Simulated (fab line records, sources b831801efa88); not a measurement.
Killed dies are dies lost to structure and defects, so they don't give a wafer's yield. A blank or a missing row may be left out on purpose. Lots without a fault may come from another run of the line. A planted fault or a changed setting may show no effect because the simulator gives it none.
fab line records | flow sfq_line | part 1 of 2: steps 1 to 24 of 33
record lots=5 wafers=15 last_day=87
route steps=325 shown M2@99 I2@103 M3@118
lots that met no fault: from a run of the same line without faults
start_h: hours from the record's first day to the start of the lot's first wafer shown | wait_h: hours since the lot's step before | " the same as in the row above | L1.1+2: a row that stands for several wafers | - no value, or no start given | * or withheld: withheld | < > ~ a bound
route shown NAME@n: a module of which the file shows steps, and the number in the route of the first | usual: mean/standard deviation of fault-free wafers | same: alike in all rows | chamber/n: place in a boat | sites: the reading at each site | _std_site: their standard deviation | _edge_site: outer sites' mean less inner sites' | radius_mm: how far each site lies from the wafer's centre | mask NAME#n: copy n | behind: the tool/chamber that last shaped the wafer | hold: why the lot was held/for how many hours/how that ended | device: the transistor (n, p or np) that didn't switch | end of line: the same wafers' tests at the end of the route | a step without rows: its recipe alone | killed: dies lost to structure and defects at the first sort, not the wafer's yield | map: a wafer's dies, x killed, . not, _ none there
set.NAME: the setting as run; set.NAME@STEP: as run at that earlier step | model.NAME: the simulator's own value behind a step, which no gauge read
lots at some steps of the route; a table a step, a row a wafer
services: from which hour (start_h, from the record's first day; less than 0 if before it) a tool's chamber was out of use, for how many hours, and why
## steps
# step SFQ_TRILAYER_M2_BARC_OPEN_METAL_ETCH_077
# recipe mask_material=PR chemistry=O2 target_depth_nm=125 target=BARC icp_w=600 bias_w=80 pressure_mtorr=10 time_s=41.7
# usual drypump_motor_current_A=5.54/0.23 oes_product_au=0.685/0.0043
# columns lot.wafer tool chamber start_h wait_h drypump_motor_current_A oes_product_au rf_hours_counter_h
L080.1 rie_metal-01 1 912.58 0.0 5.69 0.677 91
L080.4 " 1 " " 5.74 0.688 -
L080.5 " 1 " " 5.70 0.680 -
L081.1 rie_metal-03 0 942.83 0.0 5.59 0.682 47
L081.2 " 1 " " 5.33 0.684 63
L081.4 " 0 " " 5.58 0.688 -
L085.2 rie_metal-01 1 997.52 0.0 5.72 0.684 101
L085.3 " 1 " " 5.71 0.681 -
L085.5 " 0 " " 5.84 0.683 -
L090.1 rie_metal-01 1 1041.92 0.0 5.72 0.678 107
L090.2 " 0 " " 5.82 0.680 29
L090.6 " 0 " " 5.82 0.677 -
L091.2 rie_metal-03 0 1046.84 0.0 5.57 0.684 60
L091.4 " 1 " " 5.31 0.690 -
L091.5 " 1 " " 5.29 0.686 -
# step SFQ_TRILAYER_M2_ETCH_METAL_ETCH_060
# recipe target=Nb stop_on=SiO2 mask_material=PR chemistry=Cl2/Ar target_depth_nm=240 icp_w=600 bias_w=80 pressure_mtorr=10 time_s=120
# usual drypump_motor_current_A=5.54/0.23 oes_product_au=0.892/0.0067
# columns lot.wafer tool chamber start_h wait_h drypump_motor_current_A oes_product_au rf_hours_counter_h
L080.1 rie_metal-01 1 912.64 0.0 5.69 0.896 91
L080.4 " 1 " " 5.67 0.906 -
L080.5 " 1 " " 5.71 0.907 -
L081.1 rie_metal-03 0 942.89 0.0 5.59 0.885 47
L081.2 " 1 " " 5.34 0.889 63
L081.4 " 0 " " 5.55 0.895 -
L085.2 rie_metal-01 1 997.58 0.0 5.74 0.885 101
L085.3 " 1 " " 5.73 0.889 -
L085.5 " 0 " " 5.82 0.895 -
L090.1 rie_metal-01 1 1041.98 0.0 5.70 0.883 107
L090.2 " 0 " " 5.82 0.893 29
L090.6 " 0 " " 5.82 0.888 -
L091.2 rie_metal-03 0 1046.90 0.0 5.63 0.901 60
L091.4 " 1 " " 5.31 0.890 -
L091.5 " 1 " " 5.29 0.891 -
# step SFQ_TRILAYER_M2_STRIP_STRIP_061
# recipe gas=O2 power_w=200 platen_temp_c=40 overash_fraction=0.65 chemistry=O2 pressure_mtorr=50
# usual drypump_motor_current_A=5.54/0.23 oes_product_au=1.000/0.0065
# columns lot.wafer tool chamber start_h wait_h drypump_motor_current_A oes_product_au rf_hours_counter_h
L080.1 rie_metal-01 1 912.76 0.1 5.71 0.998 91
L080.4 " 1 " " 5.71 1.012 -
L080.5 " 1 " " 5.72 1.000 -
L081.1 rie_metal-03 0 943.01 0.1 5.57 0.999 47
L081.2 " 1 " " 5.32 0.994 64
L081.4 " 0 " " 5.65 0.996 -
L085.2 rie_metal-01 1 997.70 0.1 5.69 0.990 101
L085.3 " 1 " " 5.71 0.991 -
L085.5 " 0 " " 5.83 1.010 -
L090.1 rie_metal-01 1 1042.10 0.1 5.72 1.015 107
L090.2 " 0 " " 5.82 1.001 29
L090.6 " 0 " " 5.83 1.008 -
L091.2 rie_metal-03 0 1047.03 0.1 5.56 1.009 60
L091.4 " 1 " " 5.31 1.003 -
L091.5 " 1 " " 5.28 1.004 -
# step SFQ_TRILAYER_M2_STRIP_SOLV_CLEAN_062
# recipe chemistry=NMP temp_c=70 time_s=600
# columns lot.wafer tool chamber start_h wait_h
L080.1+4+5 wet_bench-02 3,4,5 913.36 0.4
L081.1+2+4 wet_bench-01 6,5,4 943.61 0.4
L085.2+3+5 wet_bench-02 6,4,5 998.30 0.4
L090.1+2+6 wet_bench-02 6,2,3 1042.70 0.4
L091.2+4+5 wet_bench-01 4,5,7 1047.63 0.4
# step SFQ_TRILAYER_I2_DEP_PECVD_063
# recipe material=SiO2 temp_c=150 time_s=111.11 pressure_torr=2.4 rf_w=183.3 precursor=SiH4/N2O target_thk_nm=500
# usual heater_power_outer_w=33/9.9 heater_power_w=90/13 susceptor_temp_C=150.00/0.16 throttle_valve_pct=24.0/1.2
# columns lot.wafer tool chamber start_h wait_h heater_power_outer_w heater_power_w susceptor_temp_C throttle_valve_pct
L080.1 pecvd-02 0 913.54 0.0 30 90 149.99 22.7
L080.4 " 2 " " 34 84 150.22 24.3
L080.5 " 0 " " 33 92 150.09 22.7
L081.1 pecvd-04 1 943.79 0.0 44 92 149.98 24.6
L081.2 " 2 " " 44 100 150.15 24.1
L081.4 " 1 " " 45 97 150.17 24.3
L085.2 pecvd-02 2 998.48 0.0 36 87 150.08 24.5
L085.3 " 0 " " 29 88 150.04 22.8
L085.5 " 2 " " 36 90 150.09 24.4
L090.1 pecvd-02 1 1042.88 0.0 39 103 150.09 23.8
L090.2 " 0 " " 23 80 149.60 23.0
L090.6 " 0 " " 26 84 149.71 23.1
L091.2 pecvd-03 1 1047.80 0.0 24 79 149.90 22.6
L091.4 " 2 " " 41 98 150.01 24.8
L091.5 " 0 " " 16 65 150.10 22.6
# step SFQ_TRILAYER_I2_CMP_CMP_064
# recipe material=SiO2 down_force_psi=3 platen_rpm=60 pad_velocity_m_s=0.94248
# usual motor_current_A=10.8/0.7 platen_rpm=60.00/0.039 time_to_endpoint_s=217/7.5
# columns lot.wafer tool chamber start_h wait_h motor_current_A platen_rpm time_to_endpoint_s
L080.1 cmp-02 0 915.89 2.3 11.0 59.94 211
L080.4 " 3 917.39 3.8 11.2 59.97 217
L080.5 " 0 " " 11.1 60.05 220
L081.4 cmp-02 1 944.48 0.6 10.7 60.00 225
L081.2 " 2 " " 10.8 60.00 214
L081.1 " 3 " " 11.1 59.94 220
L085.2 cmp-02 0 999.06 0.5 11.5 60.00 220
L085.3 " 2 1000.06 1.5 9.9 60.06 215
L085.5 " 0 1001.06 2.5 11.2 60.00 220
L090.1 cmp-02 1 1042.96 0.0 11.1 60.03 220
L090.2 " 3 1043.96 1.0 10.8 60.03 223
L090.6 " 2 1045.46 2.5 10.4 60.01 228
L091.4 cmp-01 1 1049.28 1.4 9.2 59.96 214
L091.2 " 2 " " 11.5 60.01 216
L091.5 " 0 1050.78 2.9 11.4 59.98 223
# step SFQ_I2_BOW_MEAS_917
# recipe mode=bow
# usual I2_BOW=1/9
# columns lot.wafer tool chamber start_h wait_h I2_BOW[um]
L080.1 film_metro-03 - 918.89 2.5 -11
L080.4 " - " " -8
L080.5 " - " " 1
L081.1 film_metro-01 - 947.48 1.5 -2
L081.2 " - " " -3
L081.4 " - " " 6
L085.2 film_metro-04 - 1001.58 2.0 13
L085.3 " - " " -1
L085.5 " - " " 0
L090.1 film_metro-04 - 1045.96 2.5 22
L090.2 " - " " 28
L090.6 " - " " 7
L091.2 film_metro-01 - 1051.30 1.0 20
L091.4 " - " " 16
L091.5 " - " " 12
# step SFQ_TRILAYER_I2_METRO_MEASURE_065
# usual thk_nm=200.4/0.89
# columns lot.wafer tool chamber start_h wait_h thk_nm
L080.1 film_metro-03 - 919.01 0.1 200.9
L080.4 " - " " 200.0
L080.5 " - " " 199.9
L081.1 film_metro-01 - 947.60 0.1 202.8
L081.2 " - " " 201.9
L081.4 " - " " 202.6
L085.2 film_metro-04 - 1001.88 0.3 200.0
L085.3 " - " " 200.3
L085.5 " - " " 199.0
L090.1 film_metro-04 - 1046.08 0.1 201.2
L090.2 " - " " 201.4
L090.6 " - " " 200.6
L091.2 film_metro-01 - 1051.60 0.3 199.9
L091.4 " - " " 199.6
L091.5 " - " " 200.1
# step SFQ_TRILAYER_I2_VIA_LITHO_COAT_072
# recipe resist=BARC spin_rpm=3000 resist_thk_nm=62
# usual chill_plate_temp_C=22.99/0.1
# columns lot.wafer tool chamber start_h wait_h chill_plate_temp_C
L080.1 litho_track-02 0 920.21 1.0 23.00
L080.4 " 0 " " 23.11
L080.5 " 0 " " 23.05
L081.1 litho_track-02 0 948.80 1.0 22.98
L081.2 " 0 " " 23.02
L081.4 " 0 " " 22.98
L085.2 litho_track-04 0 1002.93 0.8 23.07
L085.3 " 0 " " 23.05
L085.5 " 0 " " 23.18
L090.1 litho_track-04 0 1047.28 1.0 23.03
L090.2 " 0 " " 23.05
L090.6 " 0 " " 23.03
L091.2 litho_track-02 0 1052.65 0.8 23.01
L091.4 " 0 " " 23.17
L091.5 " 0 " " 23.16
# step SFQ_TRILAYER_I2_VIA_LITHO_COAT_067
# recipe resist=KrF spin_rpm=3000 resist_thk_nm=650
# usual chill_plate_temp_C=23.02/0.095
# columns lot.wafer tool chamber start_h wait_h chill_plate_temp_C
L080.1 litho_track-02 0 920.51 0.2 23.01
L080.4 " 0 " " 22.90
L080.5 " 0 " " 23.11
L081.1 litho_track-02 0 949.10 0.2 23.12
L081.2 " 0 " " 23.12
L081.4 " 0 " " 23.14
L085.2 litho_track-04 0 1003.23 0.2 23.01
L085.3 " 0 " " 23.07
L085.5 " 0 " " 22.99
L090.1 litho_track-04 0 1047.58 0.2 22.92
L090.2 " 0 " " 22.95
L090.6 " 0 " " 22.95
L091.2 litho_track-02 0 1052.95 0.2 23.10
L091.4 " 0 " " 23.09
L091.5 " 0 " " 23.14
# step SFQ_TRILAYER_I2_VIA_LITHO_SOFTBAKE_071
# recipe temp_c=withheld time_s=withheld resist=KrF
# usual chill_plate_temp_C=*
# columns lot.wafer tool chamber start_h wait_h chill_plate_temp_C
L080.1 litho_track-02 0 920.81 0.2 *
L080.4 " 0 " " *
L080.5 " 0 " " *
L081.1 litho_track-02 0 949.40 0.2 *
L081.2 " 0 " " *
L081.4 " 0 " " *
L085.2 litho_track-04 0 1003.50 0.2 *
L085.3 " 0 " " *
L085.5 " 0 " " *
L090.1 litho_track-04 0 1047.88 0.2 *
L090.2 " 0 " " *
L090.6 " 0 " " *
L091.2 litho_track-02 0 1053.23 0.2 *
L091.4 " 0 " " *
L091.5 " 0 " " *
# step SFQ_TRILAYER_I2_VIA_LITHO_EXPOSE_068
# recipe mask_id=I2 na=0.6 source_shape=conventional sigma_outer=0.65 target_cd_nm=500 dose_mj=21.3
# same sigma_outer=0.65
# columns lot.wafer tool chamber start_h wait_h mask
L080.1+4+5 krf_scanner-02 0 932.32 - I2#0
L081.1+2+4 krf_scanner-02 0 949.61 - I2#0
L085.2+3+5 krf_scanner-01 0 1003.83 - I2#0
L090.1+2+6 krf_scanner-02 0 1048.15 - I2#0
L091.2+4+5 krf_scanner-02 0 1053.55 - I2#0
# step SFQ_TRILAYER_I2_VIA_LITHO_PEB_070
# recipe peb_temp_c=115 peb_time_s=60 resist=KrF
# usual chill_plate_temp_C=23.03/0.12 heater_power_total_W=79.16/0.068
# columns lot.wafer tool chamber start_h wait_h chill_plate_temp_C heater_power_total_W
L080.1 litho_track-02 0 933.52 1.0 23.01 79.10
L080.4 " 0 " " 23.02 79.07
L080.5 " 0 " " 23.05 79.12
L081.1 litho_track-04 0 950.81 1.0 23.11 79.05
L081.2 " 0 " " 23.05 79.15
L081.4 " 0 " " 23.04 79.17
L085.2 litho_track-04 0 1004.85 0.8 22.98 79.09
L085.3 " 0 " " 23.10 79.21
L085.5 " 0 " " 22.98 79.17
L090.1 litho_track-03 0 1049.35 1.0 23.11 79.26
L090.2 " 0 " " 23.08 79.19
L090.6 " 0 " " 23.20 79.11
L091.2 litho_track-04 0 1054.58 0.8 23.21 79.17
L091.4 " 0 " " 23.12 79.26
L091.5 " 0 " " 23.11 79.07
# step SFQ_TRILAYER_I2_VIA_LITHO_DEVELOP_069
# recipe time_s=60 resist=KrF
# usual chill_plate_temp_C=23.00/0.1
# columns lot.wafer tool chamber start_h wait_h chill_plate_temp_C
L080.1 litho_track-02 0 933.67 0.1 23.02
L080.4 " 0 " " 23.07
L080.5 " 0 " " 22.94
L081.1 litho_track-04 0 950.96 0.1 22.88
L081.2 " 0 " " 22.96
L081.4 " 0 " " 23.08
L085.2 litho_track-04 0 1005.00 0.1 23.20
L085.3 " 0 " " 23.00
L085.5 " 0 " " 23.19
L090.1 litho_track-03 0 1049.50 0.1 22.99
L090.2 " 0 " " 22.89
L090.6 " 0 " " 23.16
L091.2 litho_track-04 0 1054.73 0.1 23.13
L091.4 " 0 " " 22.89
L091.5 " 0 " " 22.99
# step SFQ_I2_OVL_MEAS_918
# usual I2_OVL=-4/5.9
# columns lot.wafer tool chamber start_h wait_h I2_OVL[nm]
L080.1 overlay-02 - 933.82 0.1 -4
L080.4 " - " " -3
L080.5 " - " " -4
L081.1 overlay-01 - 951.11 0.1 0
L081.2 " - " " -1
L081.4 " - " " -5
L085.2 overlay-01 - 1005.13 0.1 -11
L085.3 " - " " -3
L085.5 " - " " -7
L090.1 overlay-01 - 1049.65 0.1 3
L090.2 " - " " -6
L090.6 " - " " -4
L091.2 overlay-02 - 1054.86 0.1 -11
L091.4 " - " " -9
L091.5 " - " " -9
# step SFQ_TRILAYER_I2_VIA_BARC_OPEN_VIA_ETCH_096
# recipe mask_material=PR chemistry=O2 target_depth_nm=125 target=BARC source_w=500 bias_w=80 pressure_mtorr=30 time_s=41.7
# usual drypump_motor_current_A=5.9/0.45 oes_product_au=0.685/0.0045
# columns lot.wafer tool chamber start_h wait_h drypump_motor_current_A oes_product_au rf_hours_counter_h
L080.1 rie_diel-04 1 933.85 0.0 6.1 0.690 4
L080.4 " 0 " " 5.8 0.675 7
L080.5 " 0 " " 5.8 0.686 -
L081.1 rie_diel-01 2 951.14 0.0 5.9 0.683 11
L081.2 " 0 " " 5.6 0.689 5
L081.4 " 1 " " 6.7 0.682 8
L085.2 rie_diel-01 3 1005.16 0.0 6.3 0.681 9
L085.3 " 1 " " 6.7 0.684 9
L085.5 " 0 " " 5.6 0.683 -
L090.1 rie_diel-01 1 1049.69 0.0 6.7 0.682 10
L090.2 " 0 " " 5.6 0.687 7
L090.6 " 0 " " 5.5 0.686 -
L091.2 rie_diel-01 3 1054.89 0.0 6.3 0.692 11
L091.4 " 1 " " 6.7 0.684 10
L091.5 " 1 " " 6.6 0.690 -
# step SFQ_TRILAYER_I2_VIA_ETCH_VIA_ETCH_070
# recipe target=SiO2 stop_on=Nb mask_material=PR taper_deg=20 chemistry=CHF3 target_depth_nm=260 source_w=500 bias_w=80 pressure_mtorr=30 time_s=withheld
# usual drypump_motor_current_A=5.9/0.45 oes_product_au=0.855/0.0047
# columns lot.wafer tool chamber start_h wait_h drypump_motor_current_A oes_product_au
L080.1 rie_diel-04 1 933.89 0.0 6.1 0.862
L080.4 " 0 " " 5.8 0.844
L080.5 " 0 " " 5.8 0.858
L081.1 rie_diel-01 2 951.18 0.0 5.9 0.863
L081.2 " 0 " " 5.6 0.859
L081.4 " 1 " " 6.7 0.859
L085.2 rie_diel-01 3 1005.20 0.0 6.4 0.848
L085.3 " 1 " " 6.7 0.852
L085.5 " 0 " " 5.6 0.850
L090.1 rie_diel-01 1 1049.73 0.0 6.6 0.859
L090.2 " 0 " " 5.5 0.863
L090.6 " 0 " " 5.6 0.855
L091.2 rie_diel-01 3 1054.93 0.0 6.4 0.854
L091.4 " 1 " " 6.7 0.854
L091.5 " 1 " " 6.7 0.849
# step SFQ_TRILAYER_I2_VIA_STRIP_STRIP_071
# recipe gas=O2 power_w=200 platen_temp_c=40 overash_fraction=0.65 chemistry=O2 pressure_mtorr=50
# usual drypump_motor_current_A=5.48/0.26 oes_product_au=0.999/0.0077
# columns lot.wafer tool chamber start_h wait_h drypump_motor_current_A oes_product_au rf_hours_counter_h
L080.1 rie_metal-04 1 934.01 - 5.33 1.016 65
L080.4 " 1 " " 5.32 1.017 -
L080.5 " 1 " " 5.31 1.007 -
L081.1 rie_metal-04 0 951.30 - 5.16 1.008 84
L081.2 " 1 " " 5.33 1.000 67
L081.4 " 1 " " 5.33 1.004 -
L085.2 rie_metal-03 1 1005.31 - 5.34 0.997 72
L085.3 " 0 " " 5.58 0.994 -
L085.5 " 1 " " 5.31 0.999 -
L090.1 rie_metal-03 0 1049.84 - 5.59 0.978 60
L090.2 " 1 " " 5.30 0.997 80
L090.6 " 0 " " 5.63 0.990 -
L091.2 rie_metal-03 0 1055.04 - 5.59 0.977 61
L091.4 " 1 " " 5.32 1.005 -
L091.5 " 1 " " 5.34 1.001 -
# step SFQ_TRILAYER_I2_VIA_STRIP_SOLV_CLEAN_072
# recipe chemistry=NMP temp_c=70 time_s=600
# columns lot.wafer tool chamber start_h wait_h
L080.1+4+5 wet_bench-04 3,5,4 934.61 0.4
L081.1+2+4 wet_bench-04 4,3,6 951.90 0.4
L085.2+3+5 wet_bench-04 6,7,5 1005.91 0.4
L090.1+2+6 wet_bench-01 7,0,4 1050.44 0.4
L091.2+4+5 wet_bench-01 1,4,2 1055.64 0.4
# step SFQ_TRILAYER_M3_DEP_PRE_CLEAN_074
# recipe gas=Ar time_s=22.5 bias_v=250
# columns lot.wafer tool chamber start_h wait_h
L080.1+4+5 pvd_sputter-05 - 934.78 0.0
L081.1+2+4 pvd_sputter-04 - 952.07 0.0
L085.2+3+5 pvd_sputter-04 - 1006.09 0.0
L090.1+2+6 pvd_sputter-04 - 1050.61 0.0
L091.2+4+5 pvd_sputter-03 - 1055.82 0.0
# step SFQ_TRILAYER_M3_DEP_SPUTTER_073
# recipe material=Nb base_pressure_pa=1.33e-06 chamber_pressure_pa=0.1333 substrate_temp_c=20 resputter_cathode_voltage_v=400 target_thk_nm=200 power_w=2000 time_s=133.3
# usual chamber_pressure_pa=0.13333/0.00026 throttle_valve_pct=29.9/0.96
# columns lot.wafer tool chamber start_h wait_h chamber_pressure_pa throttle_valve_pct
L080.1 pvd_sputter-05 - 934.81 0.0 0.13316 30.7
L080.4 " - " " 0.13359 28.9
L080.5 " - " " 0.1332 29.8
L081.1 pvd_sputter-04 - 952.10 0.0 0.13322 30.6
L081.2 " - " " 0.13302 29.2
L081.4 " - " " 0.13291 28.7
L085.2 pvd_sputter-04 - 1006.12 0.0 0.13278 29.0
L085.3 " - " " 0.1334 28.8
L085.5 " - " " 0.13311 28.9
L090.1 pvd_sputter-04 - 1050.64 0.0 0.13361 28.9
L090.2 " - " " 0.13331 30.6
L090.6 " - " " 0.13315 30.7
L091.2 pvd_sputter-03 - 1055.85 0.0 0.13341 29.3
L091.4 " - " " 0.13329 29.5
L091.5 " - " " 0.1332 31.8
# step SFQ_M3_RS_MEAS_919
# recipe thk_meas_gauge=four-point-probe reads=Nb_of_TRILAYER_M3_DEP_SPUTTER_073
# usual M3_NB_RS=0.885/0.0082
# columns lot.wafer tool chamber start_h wait_h M3_NB_RS[ohm/sq]
L080.1 film_metro-01 - 934.90 0.0 0.886
L080.4 " - " " 0.877
L080.5 " - " " 0.882
L081.1 film_metro-01 - 952.19 0.0 0.890
L081.2 " - " " 0.887
L081.4 " - " " 0.887
L085.2 film_metro-04 - 1006.24 0.1 0.899
L085.3 " - " " 0.895
L085.5 " - " " 0.895
L090.1 film_metro-04 - 1050.73 0.0 0.895
L090.2 " - " " 0.895
L090.6 " - " " 0.898
L091.2 film_metro-02 - 1055.96 0.1 0.876
L091.4 " - " " 0.875
L091.5 " - " " 0.876
# step SFQ_TRILAYER_M3_LITHO_COAT_080
# recipe resist=BARC spin_rpm=3000 resist_thk_nm=62
# usual chill_plate_temp_C=22.98/0.11
# columns lot.wafer tool chamber start_h wait_h chill_plate_temp_C
L080.1 litho_track-01 0 935.08 0.1 23.05
L080.4 " 0 " " 22.99
L080.5 " 0 " " 23.01
L081.1 litho_track-01 0 952.37 0.1 23.06
L081.2 " 0 " " 23.08
L081.4 " 0 " " 22.97
L085.2 litho_track-04 0 1006.45 0.1 22.89
L085.3 " 0 " " 22.95
L085.5 " 0 " " 23.05
L090.1 litho_track-01 0 1050.91 0.1 22.89
L090.2 " 0 " " 22.96
L090.6 " 0 " " 22.90
L091.2 litho_track-04 0 1056.17 0.1 22.91
L091.4 " 0 " " 22.99
L091.5 " 0 " " 23.20
# step SFQ_TRILAYER_M3_LITHO_COAT_075
# recipe resist=KrF spin_rpm=3000 resist_thk_nm=600
# usual chill_plate_temp_C=22.99/0.099
# columns lot.wafer tool chamber start_h wait_h chill_plate_temp_C
L080.1 litho_track-01 0 935.38 0.2 23.06
L080.4 " 0 " " 23.03
L080.5 " 0 " " 23.02
L081.1 litho_track-01 0 952.67 0.2 22.98
L081.2 " 0 " " 22.95
L081.4 " 0 " " 23.02
L085.2 litho_track-04 0 1006.75 0.2 22.89
L085.3 " 0 " " 23.00
L085.5 " 0 " " 22.96
L090.1 litho_track-01 0 1051.21 0.2 22.86
L090.2 " 0 " " 22.96
L090.6 " 0 " " 22.96
L091.2 litho_track-04 0 1056.47 0.2 23.09
L091.4 " 0 " " 23.09
L091.5 " 0 " " 22.94
